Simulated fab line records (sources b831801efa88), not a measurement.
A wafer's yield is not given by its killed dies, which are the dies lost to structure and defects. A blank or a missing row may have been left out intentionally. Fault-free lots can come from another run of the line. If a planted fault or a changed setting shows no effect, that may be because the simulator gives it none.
What tool caused it? + flow gf180mcu + 39 wafers from 13 lots sampled at 5 of the route's 602 steps

WHAT THE GAUGES SHOWED, per wafer
GF_HV_LDD_RS_MEAS_53: measures by four-point-probe. Usual: for HV_LDD_RS the level is 418.3 ohm/sq and the standard deviation is 0.8.
| lot  | measured     | on            | HV_LDD_RS (ohm/sq)                  | flag |
|------|--------------|---------------|-------------------------------------|------|
| L967 | day 13 06:11 | film-metro-04 | 417.7 417.2 418.6                   |      |
| L968 | day 13 19:50 | film-metro-03 | 419.0 418.4 419.2                   |      |
| L969 | day 13 23:25 | film-metro-04 | 419.7 418.5 419.4                   |      |
| L970 | day 14 03:50 | film-metro-04 | 417.6 418.0 419.0                   |      |
| L971 | day 14 08:44 | film-metro-01 | 418.8 418.0 417.5                   |      |
| L972 | day 14 13:34 | film-metro-01 | 419.2 418.7 418.4                   |      |
| L974 | day 15 08:27 | film-metro-03 | 417.3 419.0 417.9                   |      |
| L977 | day 16 10:07 | film-metro-03 | 413.9 414.5 414.9 414.1 414.1 413.5 | OFF  |
| L978 | day 16 19:14 | film-metro-04 | 414.7 415.4 413.9 414.8 415.2 415.1 | OFF  |
| L979 | day 17 01:10 | film-metro-03 | 414.1 413.2 415.0 413.5 413.6 415.0 | OFF  |
| L986 | day 19 18:29 | film-metro-03 | 418.1 418.0 417.7                   |      |
| L987 | day 19 21:35 | film-metro-03 | 418.6 417.9 418.3                   |      |
| L988 | day 20 04:23 | film-metro-03 | 418.4 418.0 418.4                   |      |

GF_V2_OVL_MEAS_15. Usual: for V2_OVL the level is -1 nm and the standard deviation is 4.8.
| lot  | measured     | on         | V2_OVL (nm) | flag |
|------|--------------|------------|-------------|------|
| L967 | day 21 08:38 | overlay-01 | -3 0 -1     |      |
| L968 | day 21 21:37 | overlay-02 | 0 3 4       |      |
| L969 | day 22 02:52 | overlay-01 | 0 3 -3      |      |
| L970 | day 22 06:50 | overlay-01 | -6 -14 -6   |      |
| L971 | day 22 11:56 | overlay-02 | 0 0 4       |      |
| L972 | day 22 18:16 | overlay-01 | 0 -5 2      |      |
| L974 | day 23 14:23 | overlay-01 | -5 3 -1     |      |
| L977 | day 24 16:30 | overlay-01 | -5 2 1      |      |
| L978 | day 25 01:20 | overlay-02 | -7 2 -2     |      |
| L979 | day 25 07:29 | overlay-01 | -2 3 2      |      |
| L986 | day 27 16:05 | overlay-02 | 10 3 -5     |      |
| L987 | day 27 17:47 | overlay-02 | -8 -5 -6    |      |
| L988 | day 27 23:25 | overlay-02 | -7 -3 -1    |      |

WHICH TOOL RAN EACH LOT (tool, then ch and the chambers of the sampled wafers, then the start)
| lot  | GF_HV_LDD_RTA_52                 | GF_M2_SPUTTER_01             | GF_M2_METAL_ETCH_16               |
|------|----------------------------------|------------------------------|-----------------------------------|
| L967 | rtp-anneal-01 ch 0, day 13 06:04 | pvd-sputter-02, day 19 05:17 | rie-metal-04 ch 0,1, day 20 06:48 |
| L968 | rtp-anneal-01 ch 0, day 13 19:46 | pvd-sputter-04, day 19 19:59 | rie-metal-02 ch 0,1, day 20 20:24 |
| L969 | rtp-anneal-02 ch 0, day 13 23:20 | pvd-sputter-01, day 20 01:25 | rie-metal-04 ch 0,1, day 21 01:41 |
| L970 | rtp-anneal-02 ch 0, day 14 03:45 | pvd-sputter-02, day 20 05:52 | rie-metal-02 ch 0,1, day 21 05:40 |
| L971 | rtp-anneal-01 ch 0, day 14 08:41 | pvd-sputter-02, day 20 12:08 | rie-metal-02 ch 0,1, day 21 12:00 |
| L972 | rtp-anneal-01 ch 0, day 14 13:29 | pvd-sputter-02, day 20 17:06 | rie-metal-02 ch 0,1, day 21 17:45 |
| L974 | rtp-anneal-02 ch 0, day 15 08:23 | pvd-sputter-04, day 21 14:21 | rie-metal-03 ch 0,1, day 22 14:08 |
| L977 | rtp-anneal-02 ch 0, day 16 10:03 | pvd-sputter-01, day 22 17:48 | rie-metal-02 ch 0,1, day 23 16:59 |
| L978 | rtp-anneal-02 ch 0, day 16 19:10 | pvd-sputter-04, day 23 02:49 | rie-metal-04 ch 0,1, day 24 01:16 |
| L979 | rtp-anneal-02 ch 0, day 17 01:05 | pvd-sputter-01, day 23 10:07 | rie-metal-03 ch 0,1, day 24 08:30 |
| L986 | rtp-anneal-02 ch 0, day 19 18:24 | pvd-sputter-01, day 25 21:24 | rie-metal-02 ch 0, day 26 18:09   |
| L987 | rtp-anneal-02 ch 0, day 19 21:31 | pvd-sputter-04, day 25 23:00 | rie-metal-02 ch 0, day 26 20:10   |
| L988 | rtp-anneal-01 ch 0, day 20 04:19 | pvd-sputter-04, day 26 05:16 | rie-metal-02 ch 0,1, day 27 02:10 |
- GF_HV_LDD_RTA_52: time 10 s.
- GF_M2_SPUTTER_01: material TiN, target thk 30 nm, time 25 s.
- GF_M2_METAL_ETCH_16: etches the open film in Cl2/BCl3, stops on SiO2, target depth 750.8 nm, time 125.1 s.

AS READ BY THE TOOLS THEMSELVES (means over the sampled wafers that have a number; for cases with no such wafer, the mark the record gives instead)
GF_HV_LDD_RTA_52. Usual: lamp-power-pct 36 %, standard deviation 4.2; wafer_temp_C_max 1004.2, standard deviation 0.94.
| lot  | tool          | lamp-power-pct (%) | wafer_temp_C_max | flag |
|------|---------------|--------------------|------------------|------|
| L967 | rtp-anneal-01 | 43                 | 1003.2           |      |
| L968 | rtp-anneal-01 | 43                 | 1004.0           |      |
| L969 | rtp-anneal-02 | 34                 | 1004.4           |      |
| L970 | rtp-anneal-02 | 33                 | 1004.7           |      |
| L971 | rtp-anneal-01 | 43                 | 1003.5           |      |
| L972 | rtp-anneal-01 | 43                 | 1003.5           |      |
| L974 | rtp-anneal-02 | 34                 | 1005.2           |      |
| L977 | rtp-anneal-02 | 24                 | 872.2            | OFF  |
| L978 | rtp-anneal-02 | 24                 | 872.2            | OFF  |
| L979 | rtp-anneal-02 | 24                 | 871.6            | OFF  |
| L986 | rtp-anneal-02 | 34                 | 1003.9           |      |
| L987 | rtp-anneal-02 | 34                 | 1005.5           |      |
| L988 | rtp-anneal-01 | 43                 | 1005.2           |      |

GF_M2_SPUTTER_01. Usual: 30.7 % for throttle-valve-pct, sd 1.1.
| lot  | tool           | throttle-valve-pct (%) | flag |
|------|----------------|------------------------|------|
| L967 | pvd-sputter-02 | 29.3                   |      |
| L968 | pvd-sputter-04 | 31.3                   |      |
| L969 | pvd-sputter-01 | 32.0                   |      |
| L970 | pvd-sputter-02 | 29.3                   |      |
| L971 | pvd-sputter-02 | 29.7                   |      |
| L972 | pvd-sputter-02 | 29.7                   |      |
| L974 | pvd-sputter-04 | 31.1                   |      |
| L977 | pvd-sputter-01 | 31.2                   |      |
| L978 | pvd-sputter-04 | 30.5                   |      |
| L979 | pvd-sputter-01 | 31.7                   |      |
| L986 | pvd-sputter-01 | 31.2                   |      |
| L987 | pvd-sputter-04 | 30.7                   |      |
| L988 | pvd-sputter-04 | 30.3                   |      |

GF_M2_METAL_ETCH_16. Usual: drypump-motor-current-A 5.38 A, standard deviation 0.24; oes-product-au 0.990 a.u., standard deviation 0.0074; throttle-valve-pct 28.230 %, standard deviation 0.012.
| lot  | tool         | drypump-motor-current-A (A) | oes-product-au (a.u.) | throttle-valve-pct (%) | flag |
|------|--------------|-----------------------------|-----------------------|------------------------|------|
| L967 | rie-metal-04 | 5.39                        | 0.977                 | 28.236                 |      |
| L968 | rie-metal-02 | 5.39                        | 0.995                 | 28.218                 |      |
| L969 | rie-metal-04 | 5.39                        | 0.979                 | 28.238                 |      |
| L970 | rie-metal-02 | 5.48                        | 0.991                 | 28.230                 |      |
| L971 | rie-metal-02 | 5.37                        | 0.992                 | 28.233                 |      |
| L972 | rie-metal-02 | 5.48                        | 0.994                 | 28.233                 |      |
| L974 | rie-metal-03 | 5.44                        | 0.997                 | 28.215                 |      |
| L977 | rie-metal-02 | 5.38                        | 0.997                 | 28.228                 |      |
| L978 | rie-metal-04 | 5.17                        | 0.988                 | 28.235                 |      |
| L979 | rie-metal-03 | 5.45                        | 0.993                 | 28.226                 |      |
| L986 | rie-metal-02 | 5.30                        | 0.990                 | 28.249                 |      |
| L987 | rie-metal-02 | 5.32                        | 0.990                 | 28.218                 |      |
| L988 | rie-metal-02 | 5.47                        | 0.991                 | 28.226                 |      |

THE ANSWER, worked out from the rows above alone
Rule: a lot counts as off when the mean over its wafers that have a number is more than 3 standard deviations away from the usual mean. Also off: a lot with no number at a reading for which 4 or more lots have one. All remaining lots with rows at the step are treated as sound. After the gauges, taken in route order, come the tools' own readings; for these a lot's mean is taken, as printed above. At the first step where some lot is off, the reading lying furthest off is the one used; lots without a number count as furthest.
Off: L977, L978, L979, seen at GF_HV_LDD_RS_MEAS_53 (HV_LDD_RS).
If a tool, at a process step before that reading, ran all the lots that are off and no sound lot after the first of them, it fits. The gauges at GF_HV_LDD_RS_MEAS_53 aren't tried: what is off there is off at GF_HV_LDD_RTA_52 too, on other tools, and a gauge's error can't cause that. Not one of the candidates tried fits.

WHAT HAD BEEN PUT IN BY THE SIMULATOR
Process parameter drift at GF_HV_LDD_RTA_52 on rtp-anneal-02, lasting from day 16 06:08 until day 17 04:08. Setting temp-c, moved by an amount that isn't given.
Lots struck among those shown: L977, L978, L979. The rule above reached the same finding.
